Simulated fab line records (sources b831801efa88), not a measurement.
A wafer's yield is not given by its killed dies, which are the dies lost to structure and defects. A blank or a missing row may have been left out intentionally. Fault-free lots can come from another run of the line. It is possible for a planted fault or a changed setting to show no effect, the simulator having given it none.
fab line records    flow sky130
record lots=6  wafers=18  lastDay=50
route steps=708 shown LDD_N@252 LDD_P@255 LDD_HVN@267 PAD_OPEN@708
lots untouched by any fault: they come from a run of this same line in which no faults occurred
startH: hours from the record's opening day to when the first of the lot's shown wafers began    waitH: hours from the lot's prior step to this one    " repeats the value in the row above    L1.1+2: a single row standing in for several wafers    - no value, or no start was given    * or withheld: withheld    < > ~ a bound
route shown NAME@n: a module of which the file shows steps, and the number in the route of the first    usual: mean and standard deviation over wafers with no fault    same: alike in all rows    chamber/n: place in a boat    sites: the reading at each site    _std_site: the standard deviation of these    _edge_site: outer sites' mean less inner sites'    radiusMm: how far each site lies from the wafer's centre    mask NAME#n: copy n    behind: the most recent tool/chamber to have shaped the wafer    hold: cause of the lot's hold/its duration in hours/its outcome    device: names the non-switching transistor (n, p or np)    end of line: at the end of the route, the tests of the same wafers    a step with no rows: only its recipe    killed: dies that structure and defects cost at the first sort, which is not the same as the wafer's yield    map: a wafer's dies, x killed, . not, _ none there
set.NAME: setting as actually run; set.NAME@STEP: the setting as run at that earlier step    model.NAME: the simulator's own value behind a step, which no gauge read
certain route steps with their lots: each step a table, each wafer a row
services: from which hour (startH, from the record's first day; less than 0 if before it) a tool's chamber was out of use, for how many hours, and why
## steps
# step SKY_LDD_N_IMPLANT_15
# recipe species=BF2  energyKev=50  doseCm2=5e+12  tiltDeg=30  rotationDeg=270
# step SKY_LDD_N_STRIP_16
# recipe chemistry=O2/N2  powerW=1400  pressureMtorr=1500  platenTempC=withheld  o2FlowSccm=3000  n2FlowSccm=300  overashFraction=0.5
# usual drypumpMotorCurrentA=5.6/0.53  oesProductAu=0.407/0.0044  stripTimeToEndpointS=4.316/0.018
lot.wafer  tool            chamber  startH  waitH  drypumpMotorCurrentA  oesProductAu  rfHoursCounterH  stripTimeToEndpointS
L940.3     plasmaAsher-01  1        460.34  0.1    5.0                   0.408         -                4.297
L940.4     "               0        "       "      5.6                   0.411         -                4.299
L940.5     "               1        "       "      5.0                   0.405         -                4.319
L942.1     plasmaAsher-01  0        466.96  0.1    5.6                   0.405         70               4.303
L942.3     "               1        "       "      5.0                   0.412         -                4.296
L942.4     "               0        "       "      5.7                   0.407         -                4.309
L948.2     plasmaAsher-01  1        516.10  0.1    5.0                   0.411         75               4.320
L948.3     "               1        "       "      5.0                   0.405         -                4.345
L948.6     "               0        "       "      5.7                   0.402         -                4.325
L950.1     plasmaAsher-01  0        533.95  0.1    5.7                   0.407         77               4.328
L950.4     "               0        "       "      5.6                   0.414         -                4.321
L950.5     "               1        "       "      5.0                   0.402         -                4.333
L952.2     plasmaAsher-01  1        550.15  0.1    5.0                   0.410         78               4.300
L952.4     "               0        "       "      5.6                   0.401         -                4.328
L952.5     "               1        "       "      5.0                   0.405         -                4.308
L958.2     plasmaAsher-01  1        603.16  0.1    5.0                   0.411         83               4.317
L958.3     "               1        "       "      5.0                   0.403         -                4.311
L958.6     "               0        "       "      5.7                   0.414         -                4.305
# step SKY_LDD_N_TW_MEAS_17
# usual LDD_N_TW=2591/26
lot.wafer  tool          chamber  startH  waitH  LDD_N_TW
L940.3     filmMetro-03  -        460.43  0.1    2569
L940.4     "             -        "       "      2580
L940.5     "             -        "       "      2567
L942.1     filmMetro-03  -        467.06  0.1    2577
L942.3     "             -        "       "      2570
L942.4     "             -        "       "      2569
L948.2     filmMetro-01  -        516.21  0.1    2647
L948.3     "             -        "       "      2643
L948.6     "             -        "       "      2638
L950.1     filmMetro-04  -        534.05  0.1    2561
L950.4     "             -        "       "      2579
L950.5     "             -        "       "      2581
L952.2     filmMetro-03  -        550.26  0.1    2582
L952.4     "             -        "       "      2596
L952.5     "             -        "       "      2590
L958.2     filmMetro-04  -        603.27  0.1    2582
L958.3     "             -        "       "      2577
L958.6     "             -        "       "      2580
# step SKY_LDD_P_DEHYDRATE_00
# recipe tempC=200  timeS=60
# step SKY_LDD_P_HMDS_01
# recipe primeTimeS=60  primeTempC=120
# step SKY_LDD_P_COAT_02
# recipe resist=NOVOLAK  spinRpm=3000  resistThkNm=1140
# step SKY_LDD_P_SOFTBAKE_03
# recipe tempC=90  timeS=60  resist=NOVOLAK
# step SKY_LDD_P_EXPOSE_04
# recipe maskId=PSDM  na=0.6  sourceShape=conventional  sigmaOuter=0.6  polarization=unpolarized  targetCdNm=380  doseMj=138
# step SKY_LDD_P_PEB_05
# recipe tempC=withheld  timeS=*  resist=NOVOLAK
# step SKY_LDD_P_DEVELOP_06
# recipe resist=NOVOLAK  developer=TMAH  developTimeS=60  devTempC=23
# step SKY_LDD_P_CD_MEAS_07
# recipe targetCdNm=380
# usual cdNm=379/3.2
lot.wafer  tool      chamber  startH  waitH  cdNm
L940.3     cdSem-02  -        491.80  0.1    379
L940.4     "         -        "       "      380
L940.5     "         -        "       "      378
L942.1     cdSem-01  -        498.01  0.1    381
L942.3     "         -        "       "      378
L942.4     "         -        "       "      379
L948.2     cdSem-02  -        546.07  0.1    375
L948.3     "         -        "       "      375
L948.6     "         -        "       "      376
L950.1     cdSem-02  -        563.76  0.1    380
L950.4     "         -        "       "      383
L950.5     "         -        "       "      380
L952.2     cdSem-02  -        580.09  0.1    376
L952.4     "         -        "       "      380
L952.5     "         -        "       "      377
L958.2     cdSem-02  -        631.88  0.1    387
L958.3     "         -        "       "      385
L958.6     "         -        "       "      383
# step SKY_LDD_P_OVL_MEAS_08
# usual LDD_P_OVL=0.8/1.3
lot.wafer  tool        chamber  startH  waitH  LDD_P_OVL[nm]
L940.3     overlay-01  -        491.89  0.1    1.5
L940.4     "           -        "       "      1.7
L940.5     "           -        "       "      3.0
L942.1     overlay-02  -        498.13  0.1    0.7
L942.3     "           -        "       "      -0.9
L942.4     "           -        "       "      2.1
L948.2     overlay-01  -        546.17  0.1    -0.5
L948.3     "           -        "       "      -0.6
L948.6     "           -        "       "      -0.8
L950.1     overlay-02  -        563.88  0.1    1.5
L950.4     "           -        "       "      -1.4
L950.5     "           -        "       "      1.0
L952.2     overlay-02  -        580.20  0.1    0.3
L952.4     "           -        "       "      2.2
L952.5     "           -        "       "      2.5
L958.2     overlay-01  -        631.99  0.1    3.5
L958.3     "           -        "       "      3.9
L958.6     "           -        "       "      3.0
# step SKY_LDD_P_IMPLANT_09
# recipe species=BF2  energyKev=25  doseCm2=1e+13  tiltDeg=withheld
# usual beamEnergyKeV=25.002/0.0079
# same implantIonAmu=49
lot.wafer  tool          chamber  startH  waitH  beamEnergyKeV  model.implant.rpNm  model.implant.drpNm
L940.3     implanter-02  0        491.97  0.1    20.521         17.32               9.929
L940.4     "             0        "       "      20.532         17.32               9.929
L940.5     "             0        "       "      20.514         17.32               9.929
L942.1     implanter-02  0        498.17  0.0    20.519         17.49               9.929
L942.3     "             0        "       "      20.507         17.49               9.929
L942.4     "             0        "       "      20.518         17.49               9.929
L948.2     implanter-04  0        546.23  0.0    24.997         21.09               11.41
L948.3     "             0        "       "      25.005         21.09               11.41
L948.6     "             0        "       "      24.998         21.09               11.41
L950.1     implanter-01  0        563.92  0.0    24.997         20.13               11.41
L950.4     "             0        "       "      25.002         20.13               11.41
L950.5     "             0        "       "      25.005         20.13               11.41
L952.2     implanter-01  0        580.25  0.0    25.006         21.32               11.41
L952.4     "             0        "       "      25.010         21.32               11.41
L952.5     "             0        "       "      25.002         21.32               11.41
L958.2     implanter-02  0        632.04  0.0    25.000         20.64               11.41
L958.3     "             0        "       "      25.000         20.64               11.41
L958.6     "             0        "       "      24.979         20.64               11.41
# step SKY_LDD_P_STRIP_10
# recipe chemistry=O2/N2  powerW=1400  pressureMtorr=1500  platenTempC=withheld  o2FlowSccm=3000  n2FlowSccm=300  overashFraction=0.5
# usual drypumpMotorCurrentA=5.3/0.33  oesProductAu=0.716/0.0042  stripTimeToEndpointS=14.19/0.045
lot.wafer  tool            chamber  startH  waitH  drypumpMotorCurrentA  oesProductAu  rfHoursCounterH  stripTimeToEndpointS
L940.3     plasmaAsher-01  0        492.10  0.1    5.6                   0.718         -                14.19
L940.4     "               1        "       "      5.0                   0.719         -                14.20
L940.5     "               0        "       "      5.7                   0.709         -                14.21
L942.1     plasmaAsher-01  1        498.32  0.1    5.0                   0.714         73               14.17
L942.3     "               1        "       "      5.0                   0.709         -                14.19
L942.4     "               0        "       "      5.7                   0.714         -                14.18
L948.2     plasmaAsher-03  0        546.35  0.1    5.4                   0.712         83               14.13
L948.3     "               1        "       "      5.4                   0.718         -                14.16
L948.6     "               0        "       "      5.4                   0.723         -                14.10
L950.1     plasmaAsher-03  0        564.07  0.1    5.4                   0.718         84               14.19
L950.4     "               1        "       "      5.3                   0.718         -                14.25
L950.5     "               1        "       "      5.3                   0.715         -                14.26
L952.2     plasmaAsher-04  1        580.38  0.1    5.7                   0.720         15               14.24
L952.4     "               0        "       "      4.7                   0.705         -                14.21
L952.5     "               1        "       "      5.8                   0.709         -                14.23
L958.2     plasmaAsher-01  1        632.17  0.1    5.0                   0.711         86               14.13
L958.3     "               0        "       "      5.7                   0.715         -                14.16
L958.6     "               0        "       "      5.7                   0.717         -                14.16
# step SKY_LDD_P_TW_MEAS_11
# usual LDD_P_TW=639/6.4
lot.wafer  tool          chamber  startH  waitH  LDD_P_TW
L940.3     filmMetro-03  -        492.19  0.1    607
L940.4     "             -        "       "      603
L940.5     "             -        "       "      605
L942.1     filmMetro-03  -        498.42  0.1    604
L942.3     "             -        "       "      603
L942.4     "             -        "       "      606
L948.2     filmMetro-03  -        546.46  0.1    632
L948.3     "             -        "       "      636
L948.6     "             -        "       "      639
L950.1     filmMetro-03  -        564.17  0.1    636
L950.4     "             -        "       "      638
L950.5     "             -        "       "      639
L952.2     filmMetro-03  -        580.49  0.1    638
L952.4     "             -        "       "      637
L952.5     "             -        "       "      639
L958.2     filmMetro-01  -        632.28  0.1    648
L958.3     "             -        "       "      649
L958.6     "             -        "       "      649
# step SKY_LDD_HVN_DEHYDRATE_00
# recipe tempC=200  timeS=60
# step SKY_PAD_OPEN_PROBE_99
# usual killed_at_M0_to_M3=44/6.9  killed_at_M4_up=3.0/1.5  killedAtContacts=24/5.2  killedAtFrontEnd=15/4.1  killedAtOther=0.4/0.62  killedDies=87/9.6  killedOpen=47/7  killedShort=40/6.2
# same grossDies=492  killedAtBackSide=0
lot.wafer  tool       chamber  startH   waitH  killed_at_M0_to_M3  killed_at_M4_up  killedAtContacts  killedAtFrontEnd  killedAtOther  killedDies  killedOpen  killedShort  model.etest.tipP.rsOhmSq
L940.3     prober-02  -        1111.24  0.2    58                  3                18                11                0              90          36          54           6875
L940.4     prober-02  -        1111.29  0.2    42                  2                17                11                0              72          36          36           6921
L940.5     prober-02  -        1111.34  0.2    46                  2                22                19                1              90          52          37           6857
L942.1     prober-02  -        1115.96  0.1    39                  3                21                13                0              76          35          41           7120
L942.3     prober-02  -        1116.06  0.2    53                  2                19                11                0              85          51          34           7108
L942.4     prober-02  -        1116.11  0.2    36                  1                24                11                0              72          29          43           7094
L948.2     prober-02  -        1144.77  0.1    47                  1                42                12                1              103         61          42           6740
L948.3     prober-02  -        1144.82  0.2    46                  2                25                18                0              91          45          45           6721
L948.6     prober-02  -        1144.97  0.2    41                  3                19                13                1              77          47          30           6750
L950.1     prober-02  -        1155.47  0.1    41                  7                26                19                1              94          42          52           6928
L950.4     prober-02  -        1155.62  0.2    57                  3                25                18                1              104         51          53           6959
L950.5     prober-02  -        1155.67  0.2    44                  4                25                10                0              83          37          46           7011
L952.2     prober-01  -        1166.96  0.1    37                  4                34                25                0              100         58          42           6796
L952.4     prober-01  -        1167.06  0.2    50                  5                30                25                0              110         57          53           6742
L952.5     prober-01  -        1167.11  0.2    38                  4                21                15                0              78          48          30           6792
L958.2     prober-01  -        1196.19  0.1    57                  2                22                13                0              94          53          40           6884
L958.3     prober-01  -        1196.24  0.2    43                  0                33                10                1              87          50          36           6837
L958.6     prober-01  -        1196.39  0.2    42                  1                23                10                0              76          45          31           6897
# killed by level:class
L940.3 METAL1:geometricParticle:short=11 VIA3:geometricParticle:open=11 VIA1:geometricParticle:open=7 VIA1:geometricParticle:short=6 VIA2:geometricParticle:open=6 VIA3:geometricParticle:short=6 FIELD_ISO:geometricParticle:short=5 LI_CONTACT:geometricParticle:open=5
L940.4 CONTACT:geometricParticle:open=10 VIA1:geometricParticle:open=9 VIA1:geometricParticle:short=8 VIA3:geometricParticle:open=6 VIA3:geometricParticle:short=5 METAL1:geometricParticle:short=4 METAL2:geometricParticle:short=4 CONTACT:geometricParticle:short=3
L940.5 VIA1:geometricParticle:open=12 LI_CONTACT:geometricParticle:open=9 VIA3:geometricParticle:open=8 POLY_GATE:geometricParticle:short=5 CONTACT:geometricParticle:open=5 VIA2:geometricParticle:open=5 FIELD_ISO:geometricParticle:short=4 METAL3:geometricParticle:short=4
L942.1 METAL1:geometricParticle:short=7 METAL2:geometricParticle:short=6 CONTACT:geometricParticle:open=5 CONTACT:geometricParticle:short=5 VIA3:geometricParticle:open=5 LI_CONTACT:geometricParticle:short=4 VIA2:geometricParticle:short=4 VIA1:geometricParticle:open=4
L942.3 VIA1:geometricParticle:open=10 CONTACT:geometricParticle:open=8 VIA3:geometricParticle:open=8 VIA2:geometricParticle:open=7 POLY_GATE:geometricParticle:open=5 METAL1:geometricParticle:short=5 VIA1:geometricParticle:short=5 METAL3:geometricParticle:short=4
L942.4 METAL1:geometricParticle:short=7 VIA1:geometricParticle:open=7 LI_CONTACT:geometricParticle:open=6 LI_CONTACT:geometricParticle:short=6 VIA2:geometricParticle:short=6 VIA1:geometricParticle:short=5 CONTACT:geometricParticle:open=5 CONTACT:geometricParticle:short=4
L948.2 CONTACT:geometricParticle:open=17 VIA1:geometricParticle:open=14 LI_CONTACT:geometricParticle:open=12 CONTACT:geometricParticle:short=8 VIA1:geometricParticle:short=8 METAL2:geometricParticle:short=7 VIA3:geometricParticle:open=7 FIELD_ISO:geometricParticle:short=4
L948.3 VIA1:geometricParticle:open=11 CONTACT:geometricParticle:short=8 METAL2:geometricParticle:short=7 METAL1:geometricParticle:short=7 LI_CONTACT:geometricParticle:open=6 VIA3:geometricParticle:open=6 CONTACT:geometricParticle:open=5 FIELD_ISO:geometricParticle:open=4
L948.6 VIA1:geometricParticle:open=12 CONTACT:geometricParticle:open=9 VIA2:geometricParticle:open=6 VIA3:geometricParticle:open=6 FIELD_ISO:geometricParticle:open=4 CONTACT:geometricParticle:short=4 METAL1:geometricParticle:short=4 VIA2:geometricParticle:short=4
L950.1 CONTACT:geometricParticle:open=10 CONTACT:geometricParticle:short=9 VIA2:geometricParticle:short=7 METAL4:geometricParticle:short=7 METAL2:geometricParticle:short=6 VIA2:geometricParticle:open=6 LI_CONTACT:geometricParticle:open=5 VIA3:geometricParticle:short=5
L950.4 CONTACT:geometricParticle:open=8 VIA2:geometricParticle:open=8 VIA2:geometricParticle:short=8 LI_CONTACT:geometricParticle:open=7 VIA1:geometricParticle:open=7 FIELD_ISO:geometricParticle:short=6 METAL1:geometricParticle:short=6 CONTACT:geometricParticle:short=5
L950.5 METAL1:geometricParticle:short=12 CONTACT:geometricParticle:open=11 METAL2:geometricParticle:short=6 VIA2:geometricParticle:open=5 LI_CONTACT:geometricParticle:open=4 CONTACT:geometricParticle:short=4 VIA1:geometricParticle:short=4 VIA1:geometricParticle:open=4
L952.2 CONTACT:geometricParticle:open=15 POLY_GATE:geometricParticle:open=9 LI_CONTACT:geometricParticle:open=7 FIELD_ISO:geometricParticle:open=6 CONTACT:geometricParticle:short=6 VIA1:geometricParticle:open=6 LOCAL_INTERCONNECT:geometricParticle:short=5 VIA2:geometricParticle:open=5
L952.4 VIA2:geometricParticle:open=10 CONTACT:geometricParticle:open=10 LOCAL_INTERCONNECT:geometricParticle:short=9 VIA1:geometricParticle:open=9 VIA3:geometricParticle:open=8 CONTACT:geometricParticle:short=7 FIELD_ISO:geometricParticle:open=6 POLY_GATE:geometricParticle:open=6
L952.5 CONTACT:geometricParticle:open=10 VIA3:geometricParticle:open=7 LI_CONTACT:geometricParticle:open=6 VIA2:geometricParticle:open=6 VIA1:geometricParticle:open=6 FIELD_ISO:geometricParticle:open=4 POLY_GATE:geometricParticle:short=4 FIELD_ISO:geometricParticle:short=3
L958.2 VIA1:geometricParticle:open=17 VIA3:geometricParticle:open=9 CONTACT:geometricParticle:open=8 METAL1:geometricParticle:short=8 VIA2:geometricParticle:open=7 VIA2:geometricParticle:short=6 METAL2:geometricParticle:short=5 LI_CONTACT:geometricParticle:open=5
L958.3 VIA1:geometricParticle:open=12 CONTACT:geometricParticle:open=10 LI_CONTACT:geometricParticle:open=6 VIA3:geometricParticle:open=6 LOCAL_INTERCONNECT:geometricParticle:short=6 CONTACT:geometricParticle:short=5 LI_CONTACT:geometricParticle:short=4 METAL3:geometricParticle:short=4
L958.6 VIA1:geometricParticle:open=9 LI_CONTACT:geometricParticle:open=7 CONTACT:geometricParticle:open=7 VIA2:geometricParticle:open=6 VIA3:geometricParticle:open=6 METAL1:geometricParticle:short=5 METAL3:geometricParticle:short=5 CONTACT:geometricParticle:short=4
## services
tool            chamber  startH  hours  kind
plasmaAsher-03  -        437.36  2.3    repair
plasmaAsher-01  -        454.53  1.9    repair
plasmaAsher-04  -        461.21  0.4    repair
plasmaAsher-04  -        475.84  2.6    repair
implanter-04    -        487.32  2.7    pm
plasmaAsher-03  -        489.10  1.6    repair
implanter-04    -        493.38  13.6   pm
implanter-02    -        514.05  2.7    pm
implanter-04    -        515.73  1.7    repair
plasmaAsher-03  -        533.84  0.4    repair
implanter-04    -        576.45  3.3    repair
implanter-01    -        587.05  3.8    repair
implanter-02    -        587.19  4.0    repair
plasmaAsher-01  -        591.89  2.8    pm
implanter-04    -        626.87  1.1    repair
## key
firstSign step=SKY_LDD_P_IMPLANT_09  reading=beamEnergyKeV  direction=down  sigmas=99+  usual=*  struck=*
effect step=SKY_LDD_P_TW_MEAS_11  reading=LDD_P_TW  direction=down  sigmas=5.5  usual=639  struck=604
modelEffect step=SKY_LDD_P_IMPLANT_09  value=implant.rpNm  without=20.36  struck=17.4
modelEffect step=SKY_PAD_OPEN_PROBE_99  value=etest.tipP.rsOhmSq  without=6816  struck=6996
metAt SKY_LDD_P_IMPLANT_09
struckWafers L940.3,L940.4,L940.5,L942.1,L942.3,L942.4
testerLeftOut L940,L942
fault kind=processParameterDrift  tool=implanter-02  chamber=-  onsetH=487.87  steps=SKY_LDD_P_IMPLANT_09  channel=energyKev  offset=*  shape=step  endH=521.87  actsIn=*  stated=*
# testerLeftOut: of these lots the tester's yield and bins aren't shown, on N5 and GAA mostly nor the transistor test; their killed dies are dies lost to structure and defects alone, not to doping, threshold or leakage, so they don't give the yield
